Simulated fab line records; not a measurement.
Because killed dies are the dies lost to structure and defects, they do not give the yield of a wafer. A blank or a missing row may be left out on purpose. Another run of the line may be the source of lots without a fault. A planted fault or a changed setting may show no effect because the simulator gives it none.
fab line records -- flow sky130
record lots=6, wafers=18, lastDay=50
route steps=708 shown VT_ADJUST_LVTN@116 VT_ADJUST_NCORE@119 VT_ADJUST_HVTR@131 PAD_OPEN@708
lots untouched by any fault: they come from a run of this same line in which no faults occurred
startH: hours from the record's opening day to when the first of the lot's shown wafers began -- waitH: hours elapsed since this lot's preceding step -- " unchanged from the row above -- L1.1+2: one row covering several wafers at once -- - no value present, or no start provided -- * or withheld: withheld -- < > ~ a bound
route shown NAME@n: NAME is a module with steps in the file, n the number in the route of the first one -- usual: average and standard deviation across the fault-free wafers -- same: alike in all rows -- chamber/n: place in a boat -- sites: per-site readings -- _std_site: the standard deviation of these -- _edge_site: outer sites' mean less inner sites' -- radiusMm: for every site, how far away it sits from the centre of the wafer -- mask NAME#n: copy n -- behind: the tool/chamber that last shaped the wafer -- hold: what put the lot on hold/how long, in hours/how the hold closed -- device: the transistor (n, p or np) that didn't switch -- end of line: tests of these same wafers at the route's end -- a step without rows: its recipe alone -- killed: dies that structure and defects cost at the first sort, which is not the same as the wafer's yield -- map: per-die view of a wafer (x killed, . not killed, _ where there is no die)
set.NAME: the run value of the setting; set.NAME@STEP: its run value at that earlier step -- model.NAME: the simulator's own value behind a step, which no gauge read
lots seen at some steps along the route; tables by step, rows by wafer
services: the hour from which a tool's chamber was out of use, counted from the record's first day as startH (under 0 if before that day), plus the number of hours and why
## steps
# step SKY_VT_ADJUST_LVTN_IMPLANT_19
# recipe species=B, energyKev=30, doseCm2=6.5e+11, tiltDeg=withheld
# step SKY_VT_ADJUST_LVTN_STRIP_20
# recipe chemistry=O2/N2, powerW=1400, pressureMtorr=1500, platenTempC=withheld, o2FlowSccm=3000, n2FlowSccm=300, overashFraction=0.5
# usual drypumpMotorCurrentA=5.6/0.46, oesProductAu=0.715/0.0053, stripTimeToEndpointS=14.19/0.044
lot.wafer,tool,chamber,startH,waitH,drypumpMotorCurrentA,oesProductAu,rfHoursCounterH,stripTimeToEndpointS
L327.2,plasmaAsher-04,1,186.55,0.1,5.7,0.718,50,14.22
L327.3,plasmaAsher-04,1,186.55,0.1,5.6,0.713,-,14.21
L327.4,plasmaAsher-04,0,186.55,0.1,5.4,0.707,-,14.20
L334.3,plasmaAsher-04,0,234.94,0.1,5.4,0.713,-,14.17
L334.4,plasmaAsher-04,1,234.94,0.1,5.7,0.717,-,14.20
L334.5,plasmaAsher-04,1,234.94,0.1,5.6,0.717,-,14.15
L335.1,plasmaAsher-03,1,238.00,0.1,5.4,0.724,12,14.19
L335.5,plasmaAsher-03,0,238.00,0.1,5.2,0.714,-,14.24
L335.6,plasmaAsher-03,1,238.00,0.1,5.4,0.715,-,14.16
L339.2,plasmaAsher-01,0,269.65,0.1,6.6,0.709,47,14.22
L339.3,plasmaAsher-01,1,269.65,0.1,5.3,0.713,-,14.19
L339.6,plasmaAsher-01,1,269.65,0.1,5.3,0.720,-,14.20
L341.1,plasmaAsher-01,1,276.25,0.1,5.3,0.724,48,14.22
L341.3,plasmaAsher-01,1,276.25,0.1,5.3,0.716,-,14.18
L341.4,plasmaAsher-01,0,276.25,0.1,6.6,0.710,-,14.20
L343.2,plasmaAsher-03,0,286.81,0.1,5.2,0.721,18,14.21
L343.4,plasmaAsher-03,0,286.81,0.1,5.2,0.714,-,14.23
L343.5,plasmaAsher-03,1,286.81,0.1,5.4,0.712,-,14.20
# step SKY_VT_ADJUST_LVTN_TW_MEAS_21
# usual VT_ADJUST_LVTN_2_TW=187.2/0.97
lot.wafer,tool,chamber,startH,waitH,VT_ADJUST_LVTN_2_TW
L327.2,filmMetro-02,-,186.66,0.1,186.7
L327.3,filmMetro-02,-,186.66,0.1,186.6
L327.4,filmMetro-02,-,186.66,0.1,185.9
L334.3,filmMetro-02,-,235.02,0.1,185.6
L334.4,filmMetro-02,-,235.02,0.1,187.3
L334.5,filmMetro-02,-,235.02,0.1,186.9
L335.1,filmMetro-03,-,238.10,0.1,187.2
L335.5,filmMetro-03,-,238.10,0.1,186.2
L335.6,filmMetro-03,-,238.10,0.1,186.4
L339.2,filmMetro-02,-,269.76,0.1,187.8
L339.3,filmMetro-02,-,269.76,0.1,188.1
L339.6,filmMetro-02,-,269.76,0.1,186.7
L341.1,filmMetro-02,-,276.35,0.1,187.9
L341.3,filmMetro-02,-,276.35,0.1,187.8
L341.4,filmMetro-02,-,276.35,0.1,187.3
L343.2,filmMetro-03,-,286.92,0.1,187.4
L343.4,filmMetro-03,-,286.92,0.1,187.6
L343.5,filmMetro-03,-,286.92,0.1,187.2
# step SKY_VT_ADJUST_NCORE_DEHYDRATE_00
# recipe tempC=200, timeS=60
# step SKY_VT_ADJUST_NCORE_HMDS_01
# recipe primeTimeS=60, primeTempC=120
# step SKY_VT_ADJUST_NCORE_COAT_02
# recipe resist=NOVOLAK, spinRpm=3000, resistThkNm=1140
# step SKY_VT_ADJUST_NCORE_SOFTBAKE_03
# recipe tempC=90, timeS=60, resist=NOVOLAK
# step SKY_VT_ADJUST_NCORE_EXPOSE_04
# recipe maskId=LVTN_COMPLEMENT_THIN, na=0.6, sourceShape=conventional, sigmaOuter=0.6, polarization=unpolarized, targetCdNm=380, doseMj=139
# step SKY_VT_ADJUST_NCORE_PEB_05
# recipe tempC=withheld, timeS=*, resist=NOVOLAK
# step SKY_VT_ADJUST_NCORE_DEVELOP_06
# recipe resist=NOVOLAK, developer=TMAH, developTimeS=60, devTempC=23
# step SKY_VT_ADJUST_NCORE_CD_MEAS_07
# recipe targetCdNm=380
# usual cdNm=380.4/2.8
lot.wafer,tool,chamber,startH,waitH,cdNm
L327.2,cdSem-01,-,207.51,0.1,379.8
L327.3,cdSem-01,-,207.51,0.1,377.3
L327.4,cdSem-01,-,207.51,0.1,381.1
L334.3,cdSem-02,-,257.50,0.1,383.3
L334.4,cdSem-02,-,257.50,0.1,381.8
L334.5,cdSem-02,-,257.50,0.1,381.3
L335.1,cdSem-01,-,260.59,0.1,380.9
L335.5,cdSem-01,-,260.59,0.1,383.6
L335.6,cdSem-01,-,260.59,0.1,382.6
L339.2,cdSem-01,-,293.48,0.1,382.6
L339.3,cdSem-01,-,293.48,0.1,381.3
L339.6,cdSem-01,-,293.48,0.1,380.4
L341.1,cdSem-02,-,300.61,0.1,375.0
L341.3,cdSem-02,-,300.61,0.1,379.3
L341.4,cdSem-02,-,300.61,0.1,375.1
L343.2,cdSem-02,-,311.94,0.1,378.2
L343.4,cdSem-02,-,311.94,0.1,378.9
L343.5,cdSem-02,-,311.94,0.1,378.0
# step SKY_VT_ADJUST_NCORE_OVL_MEAS_08
# usual VT_ADJUST_NCORE_OVL=-0.3/1.2
lot.wafer,tool,chamber,startH,waitH,VT_ADJUST_NCORE_OVL[nm]
L327.2,overlay-01,-,207.62,0.1,-2.1
L327.3,overlay-01,-,207.62,0.1,-1.4
L327.4,overlay-01,-,207.62,0.1,-1.2
L334.3,overlay-01,-,257.59,0.1,1.5
L334.4,overlay-01,-,257.59,0.1,-0.1
L334.5,overlay-01,-,257.59,0.1,-1.3
L335.1,overlay-01,-,260.71,0.1,1.1
L335.5,overlay-01,-,260.71,0.1,0.2
L335.6,overlay-01,-,260.71,0.1,0.2
L339.2,overlay-02,-,293.59,0.1,-0.5
L339.3,overlay-02,-,293.59,0.1,-0.6
L339.6,overlay-02,-,293.59,0.1,-1.4
L341.1,overlay-02,-,300.73,0.1,-0.4
L341.3,overlay-02,-,300.73,0.1,2.1
L341.4,overlay-02,-,300.73,0.1,2.5
L343.2,overlay-02,-,312.04,0.1,-0.6
L343.4,overlay-02,-,312.04,0.1,-0.3
L343.5,overlay-02,-,312.04,0.1,1.4
# step SKY_VT_ADJUST_NCORE_IMPLANT_09
# recipe species=B, energyKev=10.17, doseCm2=2.4e+12, tiltDeg=withheld
# usual doseIonsCm2=2.4003e+12/2.9e+09, faradayCurrentUA=13.50/0.28
lot.wafer,tool,chamber,startH,waitH,doseIonsCm2,faradayCurrentUA
L327.2,implanter-02,0,207.68,0.0,2.3999e+12,13.11
L327.3,implanter-02,0,207.68,0.0,2.4015e+12,13.58
L327.4,implanter-02,0,207.68,0.0,2.4002e+12,14.08
L334.3,implanter-02,0,257.67,0.1,3.8675e+12,21.66
L334.4,implanter-02,0,257.67,0.1,3.8644e+12,21.80
L334.5,implanter-02,0,257.67,0.1,3.8676e+12,21.32
L335.1,implanter-02,0,260.75,0.0,3.8686e+12,21.76
L335.5,implanter-02,0,260.75,0.0,3.8683e+12,21.43
L335.6,implanter-02,0,260.75,0.0,3.871e+12,21.74
L339.2,implanter-03,0,293.64,0.0,2.4021e+12,12.92
L339.3,implanter-03,0,293.64,0.0,2.3976e+12,13.53
L339.6,implanter-03,0,293.64,0.0,2.4002e+12,13.18
L341.1,implanter-03,0,300.77,0.0,2.4026e+12,13.60
L341.3,implanter-03,0,300.77,0.0,2.3999e+12,13.16
L341.4,implanter-03,0,300.77,0.0,2.4009e+12,13.30
L343.2,implanter-01,0,312.10,0.0,2.4023e+12,13.28
L343.4,implanter-01,0,312.10,0.0,2.4023e+12,13.61
L343.5,implanter-01,0,312.10,0.0,2.4022e+12,13.68
# step SKY_VT_ADJUST_NCORE_STRIP_10
# recipe chemistry=O2/N2, powerW=1400, pressureMtorr=1500, platenTempC=withheld, o2FlowSccm=3000, n2FlowSccm=300, overashFraction=0.5
# usual drypumpMotorCurrentA=5.60/0.29, oesProductAu=0.715/0.0046, stripTimeToEndpointS=14.16/0.046
lot.wafer,tool,chamber,startH,waitH,drypumpMotorCurrentA,oesProductAu,rfHoursCounterH,stripTimeToEndpointS
L327.2,plasmaAsher-03,1,207.80,0.1,5.43,0.712,9,14.18
L327.3,plasmaAsher-03,0,207.80,0.1,5.20,0.717,-,14.15
L327.4,plasmaAsher-03,1,207.80,0.1,5.45,0.718,-,14.13
L334.3,plasmaAsher-02,0,257.80,0.1,5.99,0.706,-,14.12
L334.4,plasmaAsher-02,1,257.80,0.1,5.85,0.715,-,14.13
L334.5,plasmaAsher-02,1,257.80,0.1,5.80,0.711,-,14.13
L335.1,plasmaAsher-03,1,260.90,0.1,5.44,0.712,15,14.16
L335.5,plasmaAsher-03,1,260.90,0.1,5.46,0.710,-,14.16
L335.6,plasmaAsher-03,0,260.90,0.1,5.21,0.710,-,14.14
L339.2,plasmaAsher-02,1,293.77,0.1,5.90,0.717,57,14.11
L339.3,plasmaAsher-02,0,293.77,0.1,5.97,0.711,-,14.07
L339.6,plasmaAsher-02,0,293.77,0.1,5.97,0.721,-,14.13
L341.1,plasmaAsher-02,1,300.92,0.1,5.86,0.723,57,14.17
L341.3,plasmaAsher-02,1,300.92,0.1,5.82,0.717,-,14.15
L341.4,plasmaAsher-02,0,300.92,0.1,5.99,0.710,-,14.20
L343.2,plasmaAsher-03,0,312.22,0.1,5.20,0.717,20,14.23
L343.4,plasmaAsher-03,1,312.22,0.1,5.44,0.716,-,14.25
L343.5,plasmaAsher-03,1,312.22,0.1,5.45,0.714,-,14.22
# step SKY_VT_ADJUST_NCORE_TW_MEAS_11
# usual VT_ADJUST_NCORE_TW=218.7/1.2
lot.wafer,tool,chamber,startH,waitH,VT_ADJUST_NCORE_TW
L327.2,filmMetro-04,-,207.91,0.1,218.5
L327.3,filmMetro-04,-,207.91,0.1,218.8
L327.4,filmMetro-04,-,207.91,0.1,218.0
L334.3,filmMetro-02,-,257.89,0.1,251.2
L334.4,filmMetro-02,-,257.89,0.1,252.3
L334.5,filmMetro-02,-,257.89,0.1,253.0
L335.1,filmMetro-01,-,261.00,0.1,249.2
L335.5,filmMetro-01,-,261.00,0.1,249.7
L335.6,filmMetro-01,-,261.00,0.1,250.8
L339.2,filmMetro-02,-,293.88,0.1,218.1
L339.3,filmMetro-02,-,293.88,0.1,217.3
L339.6,filmMetro-02,-,293.88,0.1,218.2
L341.1,filmMetro-04,-,301.02,0.1,219.3
L341.3,filmMetro-04,-,301.02,0.1,219.2
L341.4,filmMetro-04,-,301.02,0.1,218.9
L343.2,filmMetro-04,-,312.33,0.1,219.9
L343.4,filmMetro-04,-,312.33,0.1,217.5
L343.5,filmMetro-04,-,312.33,0.1,218.7
# step SKY_VT_ADJUST_HVTR_DEHYDRATE_00
# recipe tempC=200, timeS=60
# step SKY_PAD_OPEN_PROBE_99
# usual killed_at_M0_to_M3=44/7.9, killed_at_M4_up=3.1/1.9, killedAtContacts=24/4.6, killedAtFrontEnd=16/4.9, killedAtOther=0.3/0.6, killedDies=87/9.7, killedOnRim=17/3.7, killedOpen=48/7.2, killedShort=39/5.6
# same grossDies=492, killedAtBackSide=0
lot.wafer,tool,chamber,startH,waitH,killed_at_M0_to_M3,killed_at_M4_up,killedAtContacts,killedAtFrontEnd,killedAtOther,killedDies,killedOnRim,killedOpen,killedShort
L334.3,prober-02,-,1131.81,0.2,50,2,22,17,0,91,19,43,48
L334.4,prober-02,-,1131.86,0.2,53,1,15,17,1,87,19,47,40
L334.5,prober-02,-,1131.91,0.2,48,3,21,22,0,94,16,51,43
# killed by level:class
L334.3 VIA1:geometricParticle:open=11 VIA1:geometricParticle:short=10 LI_CONTACT:geometricParticle:open=9 METAL2:geometricParticle:short=8 POLY_GATE:geometricParticle:open=6 LI_CONTACT:geometricParticle:short=5 POLY_GATE:geometricParticle:short=4 CONTACT:geometricParticle:open=4
L334.4 VIA1:geometricParticle:open=13 VIA2:geometricParticle:open=9 METAL1:geometricParticle:short=8 POLY_GATE:geometricParticle:open=6 CONTACT:geometricParticle:open=6 FIELD_ISO:geometricParticle:open=5 CONTACT:geometricParticle:short=5 VIA2:geometricParticle:short=5
L334.5 VIA1:geometricParticle:open=12 VIA2:geometricParticle:open=9 METAL1:geometricParticle:short=8 FIELD_ISO:geometricParticle:open=6 CONTACT:geometricParticle:open=6 LI_CONTACT:geometricParticle:open=6 VIA1:geometricParticle:short=6 FIELD_ISO:geometricParticle:short=5
## services
tool,chamber,startH,hours,kind
plasmaAsher-03,-,172.89,2.0,repair
implanter-01,-,183.22,2.4,pm
plasmaAsher-01,-,193.30,14.6,pm
implanter-02,-,210.99,2.1,repair
implanter-02,-,218.44,11.1,repair
plasmaAsher-03,-,219.19,2.9,repair
plasmaAsher-01,-,250.29,1.3,repair
plasmaAsher-04,-,259.11,28.1,pm
implanter-03,-,259.61,0.7,repair
implanter-01,-,283.81,3.6,repair
implanter-02,-,298.84,3.4,pm
implanter-02,-,302.70,6.6,repair
## key
firstSign step=SKY_VT_ADJUST_NCORE_IMPLANT_09, reading=doseIonsCm2, direction=up, sigmas=99+, usual=*, struck=*
effect step=SKY_VT_ADJUST_NCORE_IMPLANT_09, reading=faradayCurrentUA, direction=up, sigmas=29, usual=13.50, struck=21.62
effect step=SKY_VT_ADJUST_NCORE_TW_MEAS_11, reading=VT_ADJUST_NCORE_TW, direction=up, sigmas=26, usual=218.7, struck=251.0
metAt SKY_VT_ADJUST_NCORE_IMPLANT_09
struckWafers L334.3,L334.4,L334.5,L335.1,L335.5,L335.6
testerLeftOut L334,L335
onsetBetween 207.68 257.67
fault kind=processParameterDrift, tool=implanter-02, chamber=-, onsetH=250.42, steps=SKY_VT_ADJUST_NCORE_IMPLANT_09, channel=doseCm2, offset=*, shape=step, endH=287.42, actsIn=*, stated=*
# testerLeftOut: of these lots the tester's yield and bins aren't shown, on N5 and GAA mostly nor the transistor test; their killed dies are dies lost to structure and defects alone, not to doping, threshold or leakage, so they don't give the yield
